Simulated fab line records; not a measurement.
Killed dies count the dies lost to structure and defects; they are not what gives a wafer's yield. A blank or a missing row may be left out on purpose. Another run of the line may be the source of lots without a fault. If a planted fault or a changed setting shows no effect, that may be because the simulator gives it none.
A lot that was struck, set against a sound lot ; flow gf180mcu ; 14 steps out of a route of 602
Sound: the wafers L757.2, L757.3, L757.6. The struck wafers were L765.3, L765.4, L765.6. The cause is given at the end.
Each step with rows lists, per side, the tool, then ch with its chambers, then its first start. Under that, the readings that differ: sound wafers ; struck wafers ; difference of the means ; sigmas: that difference in standard deviations of wafers without a fault.
alike: readings with means less than 2 such deviations apart, plus words and numbers identical on both sides. not compared: withheld readings, readings lacking a value on some wafer, bounds such as >300 that could conceal the same value, and numbers that have no deviation in the record and whose values overlap.
A row with sigmas, a row that says differs or no value, or rows on one side alone: a step with any of these is where the two part. Numbers that don't overlap but have no deviation are shown without sigmas and don't part them. A reading missing from all wafers of one side parts the sides only when that side holds two or more wafers.

first, 4 steps without rows for these wafers: GF_M1_SOFTBAKE_10 (time 60 s); GF_M1_EXPOSE_11 (exposes mask Metal1, target cd 230 nm); GF_M1_PEB_12 (peb time 90 s); GF_M1_DEVELOP_13 (develop time 60 s).
GF_M1_CD_MEAS_14 targets a cd of 230 nm.
  sound on cd_sem-01, day 20 16:06; struck on cd_sem-01, day 23 12:52
  alike: cd_nm
GF_M1_OVL_MEAS_15:
  sound on overlay-02, day 20 16:13; struck on overlay-02, day 23 12:57
  alike: M1_OVL
GF_M1_METAL_ETCH_16: etches the open film in Cl2/BCl3, stops on SiO2, target depth 627.5 nm, time 104.6 s.
  sound on rie_metal-01 ch 1, day 20 16:17; struck on rie_metal-01 ch 0,1, day 23 13:01
  alike: drypump_motor_current_A, oes_product_au, throttle_valve_pct
  not compared: rf_hours_counter_h
GF_M1_STRIP_17: strips in O2/N2.
  sound on plasma_asher-03 ch 0, day 20 16:28; struck on plasma_asher-04 ch 0,1, day 23 13:07
reading;sound;struck;difference;sigmas
drypump_motor_current_A (A);6.4 6.4 6.4;5.8 5.2 5.2;-1.0;-3
  alike: heater_power_w, oes_product_au, platen_temp_c, strip_time_to_endpoint_s
  not compared: rf_hours_counter_h
then, 3 steps without rows for these wafers: GF_M1_STRIP_18 (strips in post etch residue remover, time 1200 s); GF_M1_CLEAN_19 (cleans in DIW); GF_V1_CVD_00 (deposits SiO2, target thk 600 nm, time 100 s).
GF_V1_THK_MEAS_01:
  sound on film_metro-02, day 20 17:05; struck on film_metro-02, day 23 13:43
  alike: V1_CVD_00_THK
GF_V1_CVD_02: deposits SiO2 from TEOS, target thk 850 nm, time 94.851 s.
  sound on pecvd-02 ch 0,2, day 20 17:08; struck on pecvd-01 ch 1,2, day 23 13:46
reading;sound;struck;difference;sigmas
model.SiO2_of_V1_CVD_02.thk_nm (nm);834.3 840.7 857.7;863.5 862.8 867.6;+20.4;
  alike: heater_power_w
GF_V1_THK_MEAS_03:
  sound on film_metro-04, day 20 17:13; struck on film_metro-04, day 23 13:50
  alike: V1_CVD_02_THK

## WHERE THEY PART
Only at GF_M1_STRIP_17, within this record. Later steps at which nothing parts them and some readings are alike: GF_V1_THK_MEAS_01, GF_V1_CVD_02, GF_V1_THK_MEAS_03.

WHY: what the simulator had put in
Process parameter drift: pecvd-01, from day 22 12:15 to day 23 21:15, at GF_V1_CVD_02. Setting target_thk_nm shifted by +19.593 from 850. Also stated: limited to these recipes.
